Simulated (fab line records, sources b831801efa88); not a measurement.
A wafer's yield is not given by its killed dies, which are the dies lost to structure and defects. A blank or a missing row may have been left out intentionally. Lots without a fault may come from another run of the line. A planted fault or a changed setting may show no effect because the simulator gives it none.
fab line records / flow sky130
record lots=6 wafers=18 last_day=50
route steps=708 shown PWDE@55 NWELL@56
lots that met no fault: taken from a fault-free run of the same line
start_h: hours from the record's opening day to when the first of the lot's shown wafers began / wait_h: time in hours since the lot's previous step / " same as the row above / L1.1+2: a row that stands for several wafers / - no value, or no start given / * or withheld: withheld / < > ~ a bound
route shown NAME@n: a module of which the file shows steps, and the number in the route of the first / usual: mean/standard deviation taken from wafers without a fault / same: alike in all rows / chamber/n: place in a boat / sites: each site's reading / _std_site: standard deviation across them / _edge_site: the outer-site mean with the inner-site mean subtracted / radius_mm: for every site, how far away it sits from the centre of the wafer / mask NAME#n: copy n / behind: the tool/chamber that last shaped the wafer / hold: the reason the lot was held/the length of the hold in hours/how it ended / device: whichever transistor did not switch (one of n, p or np) / end of line: at the end of the route, the tests of the same wafers / where a step has no rows: the recipe by itself / killed: count of dies lost to structure and defects at first sort (not the wafer's yield) / map: a wafer's dies, x killed, . not, _ none there
set.NAME: the setting the step ran with; set.NAME@STEP: the setting that earlier step ran with / model.NAME: the simulator's own value behind a step, which no gauge read
lots seen at some steps along the route; tables by step, rows by wafer
services: from which hour (start_h, from the record's first day; less than 0 if before it) a tool's chamber was out of use, for how many hours, and why
## steps
# step SKY_PWDE_TW_MEAS_10
# usual PWDE_TW=376.8/2.1
lot.wafer=L613.1 tool=film_metro-03 chamber=- start_h=72.81 wait_h=0.1 PWDE_TW=375.1
lot.wafer=L613.4 tool=film_metro-03 chamber=- start_h=72.81 wait_h=0.1 PWDE_TW=374.2
lot.wafer=L613.6 tool=film_metro-03 chamber=- start_h=72.81 wait_h=0.1 PWDE_TW=377.3
lot.wafer=L616.2 tool=film_metro-02 chamber=- start_h=92.38 wait_h=0.1 PWDE_TW=374.8
lot.wafer=L616.3 tool=film_metro-02 chamber=- start_h=92.38 wait_h=0.1 PWDE_TW=376.8
lot.wafer=L616.5 tool=film_metro-02 chamber=- start_h=92.38 wait_h=0.1 PWDE_TW=376.4
lot.wafer=L617.1 tool=film_metro-01 chamber=- start_h=93.81 wait_h=0.1 PWDE_TW=380.4
lot.wafer=L617.3 tool=film_metro-01 chamber=- start_h=93.81 wait_h=0.1 PWDE_TW=377.1
lot.wafer=L617.6 tool=film_metro-01 chamber=- start_h=93.81 wait_h=0.1 PWDE_TW=379.8
lot.wafer=L627.3 tool=film_metro-02 chamber=- start_h=154.04 wait_h=0.1 PWDE_TW=377.9
lot.wafer=L627.5 tool=film_metro-02 chamber=- start_h=154.04 wait_h=0.1 PWDE_TW=378.5
lot.wafer=L627.6 tool=film_metro-02 chamber=- start_h=154.04 wait_h=0.1 PWDE_TW=377.4
lot.wafer=L629.1 tool=film_metro-02 chamber=- start_h=162.87 wait_h=0.1 PWDE_TW=378.7
lot.wafer=L629.2 tool=film_metro-02 chamber=- start_h=162.87 wait_h=0.1 PWDE_TW=377.9
lot.wafer=L629.5 tool=film_metro-02 chamber=- start_h=162.87 wait_h=0.1 PWDE_TW=375.6
lot.wafer=L635.1 tool=film_metro-02 chamber=- start_h=196.27 wait_h=0.1 PWDE_TW=376.6
lot.wafer=L635.3 tool=film_metro-02 chamber=- start_h=196.27 wait_h=0.1 PWDE_TW=378.4
lot.wafer=L635.6 tool=film_metro-02 chamber=- start_h=196.27 wait_h=0.1 PWDE_TW=376.4
# step SKY_NWELL_DEHYDRATE_03
# recipe temp_c=200 time_s=60
# step SKY_NWELL_HMDS_04
# recipe prime_time_s=60 prime_temp_c=120
# step SKY_NWELL_COAT_05
# recipe spin_rpm=2000 resist_thk_nm=3000
# step SKY_NWELL_SOFTBAKE_06
# recipe temp_c=110 time_s=withheld
# step SKY_NWELL_EXPOSE_07
# recipe mask_id=NWM na=0.6 source_shape=conventional sigma_outer=0.6 polarization=unpolarized target_cd_nm=840 dose_mj=255
# step SKY_NWELL_PEB_08
# recipe temp_c=115 time_s=withheld
# step SKY_NWELL_DEVELOP_09
# recipe wall_angle_deg=90 developer=TMAH develop_time_s=60 dev_temp_c=23
# step SKY_NWELL_OVL_MEAS_10
# usual NWELL_00_OVL=0.2/1.6
lot.wafer=L613.1 tool=overlay-01 chamber=- start_h=89.23 wait_h=- NWELL_00_OVL[nm]=0.5
lot.wafer=L613.4 tool=overlay-01 chamber=- start_h=89.23 wait_h=- NWELL_00_OVL[nm]=-2.8
lot.wafer=L613.6 tool=overlay-01 chamber=- start_h=89.23 wait_h=- NWELL_00_OVL[nm]=-5.1
lot.wafer=L616.2 tool=overlay-01 chamber=- start_h=109.84 wait_h=- NWELL_00_OVL[nm]=2.0
lot.wafer=L616.3 tool=overlay-01 chamber=- start_h=109.84 wait_h=- NWELL_00_OVL[nm]=-1.6
lot.wafer=L616.5 tool=overlay-01 chamber=- start_h=109.84 wait_h=- NWELL_00_OVL[nm]=-0.8
lot.wafer=L617.1 tool=overlay-01 chamber=- start_h=111.73 wait_h=- NWELL_00_OVL[nm]=-1.3
lot.wafer=L617.3 tool=overlay-01 chamber=- start_h=111.73 wait_h=- NWELL_00_OVL[nm]=0.0
lot.wafer=L617.6 tool=overlay-01 chamber=- start_h=111.73 wait_h=- NWELL_00_OVL[nm]=1.4
lot.wafer=L627.3 tool=overlay-02 chamber=- start_h=180.23 wait_h=- NWELL_00_OVL[nm]=-1.5
lot.wafer=L627.5 tool=overlay-02 chamber=- start_h=180.23 wait_h=- NWELL_00_OVL[nm]=-2.1
lot.wafer=L627.6 tool=overlay-02 chamber=- start_h=180.23 wait_h=- NWELL_00_OVL[nm]=0.7
lot.wafer=L629.1 tool=overlay-02 chamber=- start_h=182.72 wait_h=- NWELL_00_OVL[nm]=0.4
lot.wafer=L629.2 tool=overlay-02 chamber=- start_h=182.72 wait_h=- NWELL_00_OVL[nm]=-1.3
lot.wafer=L629.5 tool=overlay-02 chamber=- start_h=182.72 wait_h=- NWELL_00_OVL[nm]=0.4
lot.wafer=L635.1 tool=overlay-01 chamber=- start_h=217.28 wait_h=- NWELL_00_OVL[nm]=-0.9
lot.wafer=L635.3 tool=overlay-01 chamber=- start_h=217.28 wait_h=- NWELL_00_OVL[nm]=-0.3
lot.wafer=L635.6 tool=overlay-01 chamber=- start_h=217.28 wait_h=- NWELL_00_OVL[nm]=-0.9
# step SKY_NWELL_IMPLANT_11
# recipe species=P energy_kev=400 dose_cm2=1.9e+13 tilt_deg=withheld
# step SKY_NWELL_IMPLANT_12
# recipe species=P energy_kev=120 dose_cm2=1.3e+12 tilt_deg=withheld
# step SKY_NWELL_IMPLANT_13
# recipe species=P energy_kev=50 dose_cm2=7e+11 tilt_deg=withheld
# step SKY_NWELL_STRIP_14
# recipe chemistry=O2/N2 power_w=1400 pressure_mtorr=1500 platen_temp_c=withheld o2_flow_sccm=3000 n2_flow_sccm=300 overash_fraction=0.5
# usual chamber_pressure_mTorr=1500.1/1.3 drypump_motor_current_A=5.6/0.7 oes_product_au=0.723/0.0047 strip_time_to_endpoint_s=36.84/0.098
lot.wafer=L613.1 tool=plasma_asher-01 chamber=1 start_h=89.72 wait_h=0.1 chamber_pressure_mTorr=1499.8 drypump_motor_current_A=5.5 oes_product_au=0.720 rf_hours_counter_h=40 strip_time_to_endpoint_s=36.93 model.coat_of_NWELL_COAT_05.thk_nm=0
lot.wafer=L613.4 tool=plasma_asher-01 chamber=1 start_h=89.72 wait_h=0.1 chamber_pressure_mTorr=1499.9 drypump_motor_current_A=5.5 oes_product_au=0.718 rf_hours_counter_h=- strip_time_to_endpoint_s=36.88 model.coat_of_NWELL_COAT_05.thk_nm=0
lot.wafer=L613.6 tool=plasma_asher-01 chamber=1 start_h=89.72 wait_h=0.1 chamber_pressure_mTorr=1499.8 drypump_motor_current_A=5.5 oes_product_au=0.726 rf_hours_counter_h=- strip_time_to_endpoint_s=36.92 model.coat_of_NWELL_COAT_05.thk_nm=0
lot.wafer=L616.2 tool=plasma_asher-04 chamber=0 start_h=110.45 wait_h=0.1 chamber_pressure_mTorr=- drypump_motor_current_A=- oes_product_au=- rf_hours_counter_h=- strip_time_to_endpoint_s=- model.coat_of_NWELL_COAT_05.thk_nm=2997
lot.wafer=L616.3 tool=plasma_asher-04 chamber=0 start_h=110.45 wait_h=0.1 chamber_pressure_mTorr=- drypump_motor_current_A=- oes_product_au=- rf_hours_counter_h=- strip_time_to_endpoint_s=- model.coat_of_NWELL_COAT_05.thk_nm=2987
lot.wafer=L616.5 tool=plasma_asher-04 chamber=1 start_h=110.45 wait_h=0.1 chamber_pressure_mTorr=- drypump_motor_current_A=- oes_product_au=- rf_hours_counter_h=- strip_time_to_endpoint_s=- model.coat_of_NWELL_COAT_05.thk_nm=2982
lot.wafer=L617.1 tool=plasma_asher-04 chamber=1 start_h=112.22 wait_h=0.1 chamber_pressure_mTorr=- drypump_motor_current_A=- oes_product_au=- rf_hours_counter_h=- strip_time_to_endpoint_s=- model.coat_of_NWELL_COAT_05.thk_nm=2995
lot.wafer=L617.3 tool=plasma_asher-04 chamber=0 start_h=112.22 wait_h=0.1 chamber_pressure_mTorr=- drypump_motor_current_A=- oes_product_au=- rf_hours_counter_h=- strip_time_to_endpoint_s=- model.coat_of_NWELL_COAT_05.thk_nm=2992
lot.wafer=L617.6 tool=plasma_asher-04 chamber=0 start_h=112.22 wait_h=0.1 chamber_pressure_mTorr=- drypump_motor_current_A=- oes_product_au=- rf_hours_counter_h=- strip_time_to_endpoint_s=- model.coat_of_NWELL_COAT_05.thk_nm=2992
lot.wafer=L627.3 tool=plasma_asher-01 chamber=0 start_h=181.65 wait_h=0.1 chamber_pressure_mTorr=1502.2 drypump_motor_current_A=6.1 oes_product_au=0.722 rf_hours_counter_h=- strip_time_to_endpoint_s=36.87 model.coat_of_NWELL_COAT_05.thk_nm=0
lot.wafer=L627.5 tool=plasma_asher-01 chamber=1 start_h=181.65 wait_h=0.1 chamber_pressure_mTorr=1499.4 drypump_motor_current_A=5.5 oes_product_au=0.724 rf_hours_counter_h=- strip_time_to_endpoint_s=36.94 model.coat_of_NWELL_COAT_05.thk_nm=0
lot.wafer=L627.6 tool=plasma_asher-01 chamber=0 start_h=181.65 wait_h=0.1 chamber_pressure_mTorr=1499.2 drypump_motor_current_A=6.2 oes_product_au=0.712 rf_hours_counter_h=- strip_time_to_endpoint_s=36.87 model.coat_of_NWELL_COAT_05.thk_nm=0
lot.wafer=L629.1 tool=plasma_asher-01 chamber=1 start_h=183.20 wait_h=0.1 chamber_pressure_mTorr=1499.6 drypump_motor_current_A=5.5 oes_product_au=0.724 rf_hours_counter_h=5 strip_time_to_endpoint_s=36.81 model.coat_of_NWELL_COAT_05.thk_nm=0
lot.wafer=L629.2 tool=plasma_asher-01 chamber=0 start_h=183.20 wait_h=0.1 chamber_pressure_mTorr=1500.4 drypump_motor_current_A=6.1 oes_product_au=0.723 rf_hours_counter_h=5 strip_time_to_endpoint_s=36.78 model.coat_of_NWELL_COAT_05.thk_nm=0
lot.wafer=L629.5 tool=plasma_asher-01 chamber=1 start_h=183.20 wait_h=0.1 chamber_pressure_mTorr=1501.1 drypump_motor_current_A=5.4 oes_product_au=0.724 rf_hours_counter_h=- strip_time_to_endpoint_s=36.89 model.coat_of_NWELL_COAT_05.thk_nm=0
lot.wafer=L635.1 tool=plasma_asher-04 chamber=1 start_h=217.77 wait_h=0.1 chamber_pressure_mTorr=1499.6 drypump_motor_current_A=4.7 oes_product_au=0.723 rf_hours_counter_h=53 strip_time_to_endpoint_s=36.82 model.coat_of_NWELL_COAT_05.thk_nm=0
lot.wafer=L635.3 tool=plasma_asher-04 chamber=1 start_h=217.77 wait_h=0.1 chamber_pressure_mTorr=1500.4 drypump_motor_current_A=4.7 oes_product_au=0.721 rf_hours_counter_h=- strip_time_to_endpoint_s=36.74 model.coat_of_NWELL_COAT_05.thk_nm=0
lot.wafer=L635.6 tool=plasma_asher-04 chamber=1 start_h=217.77 wait_h=0.1 chamber_pressure_mTorr=1500.8 drypump_motor_current_A=4.7 oes_product_au=0.721 rf_hours_counter_h=- strip_time_to_endpoint_s=36.79 model.coat_of_NWELL_COAT_05.thk_nm=0
# step SKY_NWELL_TW_MEAS_15
# usual NWELL_TW=1838/11
lot.wafer=L613.1 tool=film_metro-01 chamber=- start_h=89.82 wait_h=0.1 NWELL_TW=1840
lot.wafer=L613.4 tool=film_metro-01 chamber=- start_h=89.82 wait_h=0.1 NWELL_TW=1850
lot.wafer=L613.6 tool=film_metro-01 chamber=- start_h=89.82 wait_h=0.1 NWELL_TW=1841
lot.wafer=L616.2 tool=film_metro-03 chamber=- start_h=110.56 wait_h=0.1 NWELL_TW=1823
lot.wafer=L616.3 tool=film_metro-03 chamber=- start_h=110.56 wait_h=0.1 NWELL_TW=1826
lot.wafer=L616.5 tool=film_metro-03 chamber=- start_h=110.56 wait_h=0.1 NWELL_TW=1821
lot.wafer=L617.1 tool=film_metro-02 chamber=- start_h=112.32 wait_h=0.1 NWELL_TW=1841
lot.wafer=L617.3 tool=film_metro-02 chamber=- start_h=112.32 wait_h=0.1 NWELL_TW=1844
lot.wafer=L617.6 tool=film_metro-02 chamber=- start_h=112.32 wait_h=0.1 NWELL_TW=1833
lot.wafer=L627.3 tool=film_metro-02 chamber=- start_h=181.74 wait_h=0.1 NWELL_TW=1846
lot.wafer=L627.5 tool=film_metro-02 chamber=- start_h=181.74 wait_h=0.1 NWELL_TW=1848
lot.wafer=L627.6 tool=film_metro-02 chamber=- start_h=181.74 wait_h=0.1 NWELL_TW=1846
lot.wafer=L629.1 tool=film_metro-02 chamber=- start_h=183.30 wait_h=0.1 NWELL_TW=1841
lot.wafer=L629.2 tool=film_metro-02 chamber=- start_h=183.30 wait_h=0.1 NWELL_TW=1848
lot.wafer=L629.5 tool=film_metro-02 chamber=- start_h=183.30 wait_h=0.1 NWELL_TW=1846
lot.wafer=L635.1 tool=film_metro-03 chamber=- start_h=217.87 wait_h=0.1 NWELL_TW=1823
lot.wafer=L635.3 tool=film_metro-03 chamber=- start_h=217.87 wait_h=0.1 NWELL_TW=1822
lot.wafer=L635.6 tool=film_metro-03 chamber=- start_h=217.87 wait_h=0.1 NWELL_TW=1828
# step SKY_NWELL_DEHYDRATE_16
# recipe temp_c=200 time_s=60
# step SKY_NWELL_HMDS_17
# recipe prime_time_s=60 prime_temp_c=120
# step SKY_NWELL_COAT_18
# recipe spin_rpm=2000 resist_thk_nm=3000
# step SKY_NWELL_SOFTBAKE_19
# recipe temp_c=110 time_s=withheld
# step SKY_NWELL_EXPOSE_20
# recipe mask_id=NWM_COMPLEMENT na=0.6 source_shape=conventional sigma_outer=0.6 polarization=unpolarized target_cd_nm=840 dose_mj=260
# step SKY_NWELL_PEB_21
# recipe temp_c=115 time_s=withheld
# step SKY_NWELL_DEVELOP_22
# recipe wall_angle_deg=90 developer=TMAH develop_time_s=60 dev_temp_c=23
# step SKY_NWELL_OVL_MEAS_23
# usual NWELL_01_OVL=0.9/1.3
lot.wafer=L613.1 tool=overlay-02 chamber=- start_h=108.02 wait_h=- NWELL_01_OVL[nm]=0.9
lot.wafer=L613.4 tool=overlay-02 chamber=- start_h=108.02 wait_h=- NWELL_01_OVL[nm]=0.9
lot.wafer=L613.6 tool=overlay-02 chamber=- start_h=108.02 wait_h=- NWELL_01_OVL[nm]=2.0
lot.wafer=L616.2 tool=overlay-01 chamber=- start_h=129.24 wait_h=- NWELL_01_OVL[nm]=-1.0
lot.wafer=L616.3 tool=overlay-01 chamber=- start_h=129.24 wait_h=- NWELL_01_OVL[nm]=-0.7
lot.wafer=L616.5 tool=overlay-01 chamber=- start_h=129.24 wait_h=- NWELL_01_OVL[nm]=-1.7
lot.wafer=L617.1 tool=overlay-02 chamber=- start_h=130.78 wait_h=- NWELL_01_OVL[nm]=0.8
lot.wafer=L617.3 tool=overlay-02 chamber=- start_h=130.78 wait_h=- NWELL_01_OVL[nm]=0.0
lot.wafer=L617.6 tool=overlay-02 chamber=- start_h=130.78 wait_h=- NWELL_01_OVL[nm]=0.3
lot.wafer=L627.3 tool=overlay-01 chamber=- start_h=199.84 wait_h=- NWELL_01_OVL[nm]=3.4
lot.wafer=L627.5 tool=overlay-01 chamber=- start_h=199.84 wait_h=- NWELL_01_OVL[nm]=1.2
lot.wafer=L627.6 tool=overlay-01 chamber=- start_h=199.84 wait_h=- NWELL_01_OVL[nm]=3.0
lot.wafer=L629.1 tool=overlay-01 chamber=- start_h=204.03 wait_h=- NWELL_01_OVL[nm]=0.7
lot.wafer=L629.2 tool=overlay-01 chamber=- start_h=204.03 wait_h=- NWELL_01_OVL[nm]=3.1
lot.wafer=L629.5 tool=overlay-01 chamber=- start_h=204.03 wait_h=- NWELL_01_OVL[nm]=0.8
lot.wafer=L635.1 tool=overlay-02 chamber=- start_h=240.43 wait_h=- NWELL_01_OVL[nm]=2.5
lot.wafer=L635.3 tool=overlay-02 chamber=- start_h=240.43 wait_h=- NWELL_01_OVL[nm]=3.7
lot.wafer=L635.6 tool=overlay-02 chamber=- start_h=240.43 wait_h=- NWELL_01_OVL[nm]=4.0
# step SKY_NWELL_IMPLANT_24
# recipe species=B energy_kev=140 dose_cm2=9.2e+12 tilt_deg=withheld
# step SKY_NWELL_STRIP_25
# recipe chemistry=O2/N2 power_w=1400 pressure_mtorr=1500 platen_temp_c=withheld o2_flow_sccm=3000 n2_flow_sccm=300 overash_fraction=0.5
# usual chamber_pressure_mTorr=1500.2/1.4 drypump_motor_current_A=5.6/0.62 oes_product_au=0.722/0.0045 strip_time_to_endpoint_s=36.83/0.11
lot.wafer=L613.1 tool=plasma_asher-04 chamber=0 start_h=108.20 wait_h=0.1 chamber_pressure_mTorr=1500.0 drypump_motor_current_A=6.5 oes_product_au=0.720 rf_hours_counter_h=41 strip_time_to_endpoint_s=36.87
lot.wafer=L613.4 tool=plasma_asher-04 chamber=1 start_h=108.20 wait_h=0.1 chamber_pressure_mTorr=1500.2 drypump_motor_current_A=4.7 oes_product_au=0.727 rf_hours_counter_h=- strip_time_to_endpoint_s=36.90
lot.wafer=L613.6 tool=plasma_asher-04 chamber=1 start_h=108.20 wait_h=0.1 chamber_pressure_mTorr=1499.4 drypump_motor_current_A=4.7 oes_product_au=0.724 rf_hours_counter_h=- strip_time_to_endpoint_s=36.95
lot.wafer=L616.2 tool=plasma_asher-04 chamber=0 start_h=129.42 wait_h=0.1 chamber_pressure_mTorr=1501.9 drypump_motor_current_A=6.5 oes_product_au=0.734 rf_hours_counter_h=43 strip_time_to_endpoint_s=81.14
lot.wafer=L616.3 tool=plasma_asher-04 chamber=0 start_h=129.42 wait_h=0.1 chamber_pressure_mTorr=1501.6 drypump_motor_current_A=6.5 oes_product_au=0.738 rf_hours_counter_h=- strip_time_to_endpoint_s=81.11
lot.wafer=L616.5 tool=plasma_asher-04 chamber=0 start_h=129.42 wait_h=0.1 chamber_pressure_mTorr=1500.2 drypump_motor_current_A=6.5 oes_product_au=0.740 rf_hours_counter_h=- strip_time_to_endpoint_s=81.02
lot.wafer=L617.1 tool=plasma_asher-04 chamber=1 start_h=130.97 wait_h=0.1 chamber_pressure_mTorr=1501.4 drypump_motor_current_A=4.7 oes_product_au=0.731 rf_hours_counter_h=44 strip_time_to_endpoint_s=81.01
lot.wafer=L617.3 tool=plasma_asher-04 chamber=0 start_h=130.97 wait_h=0.1 chamber_pressure_mTorr=1503.6 drypump_motor_current_A=6.5 oes_product_au=0.740 rf_hours_counter_h=- strip_time_to_endpoint_s=81.05
lot.wafer=L617.6 tool=plasma_asher-04 chamber=1 start_h=130.97 wait_h=0.1 chamber_pressure_mTorr=1500.2 drypump_motor_current_A=4.7 oes_product_au=0.741 rf_hours_counter_h=- strip_time_to_endpoint_s=81.05
lot.wafer=L627.3 tool=plasma_asher-04 chamber=0 start_h=200.05 wait_h=0.1 chamber_pressure_mTorr=1500.2 drypump_motor_current_A=6.5 oes_product_au=0.725 rf_hours_counter_h=- strip_time_to_endpoint_s=36.77
lot.wafer=L627.5 tool=plasma_asher-04 chamber=0 start_h=200.05 wait_h=0.1 chamber_pressure_mTorr=1498.3 drypump_motor_current_A=6.5 oes_product_au=0.724 rf_hours_counter_h=- strip_time_to_endpoint_s=36.67
lot.wafer=L627.6 tool=plasma_asher-04 chamber=1 start_h=200.05 wait_h=0.1 chamber_pressure_mTorr=1502.4 drypump_motor_current_A=4.7 oes_product_au=0.720 rf_hours_counter_h=- strip_time_to_endpoint_s=36.73
lot.wafer=L629.1 tool=plasma_asher-03 chamber=0 start_h=204.22 wait_h=0.1 chamber_pressure_mTorr=1501.0 drypump_motor_current_A=5.8 oes_product_au=0.728 rf_hours_counter_h=40 strip_time_to_endpoint_s=36.87
lot.wafer=L629.2 tool=plasma_asher-03 chamber=1 start_h=204.22 wait_h=0.1 chamber_pressure_mTorr=1501.4 drypump_motor_current_A=5.3 oes_product_au=0.730 rf_hours_counter_h=40 strip_time_to_endpoint_s=37.00
lot.wafer=L629.5 tool=plasma_asher-03 chamber=0 start_h=204.22 wait_h=0.1 chamber_pressure_mTorr=1501.4 drypump_motor_current_A=5.8 oes_product_au=0.717 rf_hours_counter_h=- strip_time_to_endpoint_s=36.86
lot.wafer=L635.1 tool=plasma_asher-04 chamber=0 start_h=240.62 wait_h=0.1 chamber_pressure_mTorr=1497.8 drypump_motor_current_A=6.5 oes_product_au=0.720 rf_hours_counter_h=55 strip_time_to_endpoint_s=36.86
lot.wafer=L635.3 tool=plasma_asher-04 chamber=0 start_h=240.62 wait_h=0.1 chamber_pressure_mTorr=1501.1 drypump_motor_current_A=6.5 oes_product_au=0.720 rf_hours_counter_h=- strip_time_to_endpoint_s=36.74
lot.wafer=L635.6 tool=plasma_asher-04 chamber=1 start_h=240.62 wait_h=0.1 chamber_pressure_mTorr=1500.9 drypump_motor_current_A=4.7 oes_product_au=0.718 rf_hours_counter_h=- strip_time_to_endpoint_s=36.79
# step SKY_NWELL_TW_MEAS_26
# usual NWELL_2_TW=501.2/2.8
lot.wafer=L613.1 tool=film_metro-01 chamber=- start_h=108.30 wait_h=0.1 NWELL_2_TW=504.4
lot.wafer=L613.4 tool=film_metro-01 chamber=- start_h=108.30 wait_h=0.1 NWELL_2_TW=499.5
lot.wafer=L613.6 tool=film_metro-01 chamber=- start_h=108.30 wait_h=0.1 NWELL_2_TW=502.8
lot.wafer=L616.2 tool=film_metro-03 chamber=- start_h=129.53 wait_h=0.1 NWELL_2_TW=30.0
lot.wafer=L616.3 tool=film_metro-03 chamber=- start_h=129.53 wait_h=0.1 NWELL_2_TW=30.2
lot.wafer=L616.5 tool=film_metro-03 chamber=- start_h=129.53 wait_h=0.1 NWELL_2_TW=30.0
lot.wafer=L617.1 tool=film_metro-03 chamber=- start_h=131.07 wait_h=0.1 NWELL_2_TW=30.1
lot.wafer=L617.3 tool=film_metro-03 chamber=- start_h=131.07 wait_h=0.1 NWELL_2_TW=30.1
lot.wafer=L617.6 tool=film_metro-03 chamber=- start_h=131.07 wait_h=0.1 NWELL_2_TW=30.1
lot.wafer=L627.3 tool=film_metro-03 chamber=- start_h=200.14 wait_h=0.1 NWELL_2_TW=497.6
lot.wafer=L627.5 tool=film_metro-03 chamber=- start_h=200.14 wait_h=0.1 NWELL_2_TW=498.4
lot.wafer=L627.6 tool=film_metro-03 chamber=- start_h=200.14 wait_h=0.1 NWELL_2_TW=497.8
lot.wafer=L629.1 tool=film_metro-01 chamber=- start_h=204.33 wait_h=0.1 NWELL_2_TW=504.2
lot.wafer=L629.2 tool=film_metro-01 chamber=- start_h=204.33 wait_h=0.1 NWELL_2_TW=504.2
lot.wafer=L629.5 tool=film_metro-01 chamber=- start_h=204.33 wait_h=0.1 NWELL_2_TW=503.9
lot.wafer=L635.1 tool=film_metro-01 chamber=- start_h=240.72 wait_h=0.1 NWELL_2_TW=505.8
lot.wafer=L635.3 tool=film_metro-01 chamber=- start_h=240.72 wait_h=0.1 NWELL_2_TW=501.8
lot.wafer=L635.6 tool=film_metro-01 chamber=- start_h=240.72 wait_h=0.1 NWELL_2_TW=505.4
# step SKY_NWELL_CLEAN_27
# recipe chemistry=SC1/SC2 mix=1:4:20 temp_c=70 time_s=150 dry=n2_spin
## services
tool=plasma_asher-01 chamber=- start_h=95.45 hours=15.6 kind=pm
tool=plasma_asher-01 chamber=- start_h=111.05 hours=9.0 kind=pm
tool=plasma_asher-01 chamber=0 start_h=111.05 hours=9.0 kind=vent_cycle
tool=plasma_asher-01 chamber=1 start_h=111.05 hours=9.0 kind=vent_cycle
tool=plasma_asher-01 chamber=0 start_h=120.05 hours=- kind=clean
tool=plasma_asher-01 chamber=1 start_h=120.05 hours=- kind=clean
tool=plasma_asher-01 chamber=- start_h=130.10 hours=14.6 kind=pm
tool=plasma_asher-01 chamber=- start_h=204.78 hours=7.1 kind=pm
tool=plasma_asher-04 chamber=- start_h=211.23 hours=2.8 kind=repair
tool=plasma_asher-03 chamber=- start_h=217.19 hours=3.3 kind=repair
## key
first_sign step=SKY_NWELL_STRIP_14 reading=tool_record direction=missing
effect step=SKY_NWELL_STRIP_25 reading=strip_time_to_endpoint_s direction=up sigmas=99+ usual=* struck=*
effect step=SKY_NWELL_TW_MEAS_26 reading=NWELL_2_TW direction=down sigmas=99+ usual=501.2 struck=30.1
model_effect step=SKY_NWELL_STRIP_14 value=coat_of_NWELL_COAT_05.thk_nm without=0 struck=2991
met_at SKY_NWELL_STRIP_14
struck_wafers L616.2,L616.3,L616.5,L617.1,L617.3,L617.6
sort_left_out L616.2,L616.3,L616.5,L617.1,L617.3,L617.6
tester_left_out L616,L617
fault kind=skipped_step_whole tool=plasma_asher-04 chamber=- onset_h=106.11 steps=SKY_NWELL_STRIP_14 scope=struck_lots_only
# tester_left_out: of these lots the tester's yield and bins aren't shown, on N5 and GAA mostly nor the transistor test; their killed dies are dies lost to structure and defects alone, not to doping, threshold or leakage, so they don't give the yield
# sort_left_out: the simulated sort isn't trusted on such a fault, so these wafers' sort isn't shown, and their yield isn't known
